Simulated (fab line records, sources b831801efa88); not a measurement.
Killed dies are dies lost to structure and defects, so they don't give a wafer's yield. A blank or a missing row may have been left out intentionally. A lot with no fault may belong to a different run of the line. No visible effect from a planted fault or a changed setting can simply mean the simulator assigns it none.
A single fault, viewed from 2 desks + flow sky130 + only its own numbers are on each desk; what lay behind them is given at the end

== DESK OF THE TOOL OWNER: implanter-01 ==
For each lot that ran on this tool, the mean over its sampled wafers that have a number, from the tool's own readings at SKY_LDD_HVP_IMPLANT_08. If a lot's mean is further than 4 standard deviations from the usual mean, the lot is out of limits and carries the mark OUT (the distance appears in the brackets).
Columns: A = beam_on_s at SKY_LDD_HVP_IMPLANT_08, usual 9.99 s; B = dose_ions_cm2 at SKY_LDD_HVP_IMPLANT_08, usual 1.6997e+13; C = faraday_current_uA at SKY_LDD_HVP_IMPLANT_08, usual 96.0; D = tilt_deg at SKY_LDD_HVP_IMPLANT_08, usual 17.904 degrees
| lot  | first seen here | A                | B          | C    | D      |
|------|-----------------|------------------|------------|------|--------|
| L832 | day 21 06:52    | 10.09            | 1.7011e+13 | 95.4 | 17.941 |
| L834 | day 22 11:08    | 9.86             | 1.6996e+13 | 97.2 | 17.900 |
| L837 | day 23 16:03    | 9.97             | 1.6969e+13 | 96.3 | 17.924 |
| L842 | day 25 10:09    | 10.87 (+4.2) OUT | 1.6981e+13 | 88.3 | 17.915 |
| L843 | day 25 19:51    | 10.83            | 1.6993e+13 | 88.9 | 17.910 |
| L853 | day 29 11:38    | 10.19            | 1.6994e+13 | 94.2 | 17.898 |
| L855 | day 29 21:26    | 10.02            | 1.7011e+13 | 95.6 | 17.907 |
This desk finds L842 out of limits, L842 being first, at day 25 10:09 (beam_on_s at SKY_LDD_HVP_IMPLANT_08). In limits: L832, L834, L837, L843, L853, L855.

== METROLOGY DESK ==
Lot by lot, what the gauges showed, no matter which tool ran the lot: averages of those sampled wafers that carry a number. If a lot's mean is further than 4 standard deviations from the usual mean, the lot is out of limits and carries the mark OUT (the distance appears in the brackets).
Columns: A = LDD_HVN_TW at SKY_LDD_HVN_TW_MEAS_10, usual 1436; B = LDD_HVP_TW at SKY_LDD_HVP_TW_MEAS_10, usual 456
| lot  | first seen here | A    | B              |
|------|-----------------|------|----------------|
| L832 | day 20 00:09    | 1420 | 456            |
| L833 | day 20 09:44    | 1422 | 452            |
| L834 | day 21 04:28    | 1427 | 461            |
| L837 | day 22 09:54    | 1458 | 453            |
| L842 | day 24 04:21    | 1438 | 474 (+5.5) OUT |
| L843 | day 24 15:12    | 1439 | 466            |
| L844 | day 25 00:03    | 1438 | 453            |
| L848 | day 25 23:27    | 1449 | 455            |
| L850 | day 26 20:25    | 1443 | 455            |
| L852 | day 27 12:59    | 1435 | 454            |
| L853 | day 28 07:32    | 1443 | 455            |
| L855 | day 28 17:44    | 1447 | 456            |
This desk reports L842 out of limits; the earliest was L842 at day 25 10:24 (LDD_HVP_TW at SKY_LDD_HVP_TW_MEAS_10). In limits: L832, L833, L834, L837, L843, L844, L848, L850, L852, L853, L855.

== PUT TOGETHER ==
On L842, at day 25 10:09, an alarm was possible from the tool owner's desk.
Metrology desk: alarm possible at day 25 10:24 on L842.
On implanter-01, each named lot ran SKY_LDD_HVP_IMPLANT_08.

== WHAT THE SIMULATOR HAD INSERTED ==
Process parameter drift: implanter-01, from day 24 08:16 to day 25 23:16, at SKY_LDD_HVP_IMPLANT_08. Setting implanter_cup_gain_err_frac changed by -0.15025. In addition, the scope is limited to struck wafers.
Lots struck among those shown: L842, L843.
Time in hours from fault onset to the first out-of-limits reading at each desk: tool owner's desk 26, metrology desk 26.
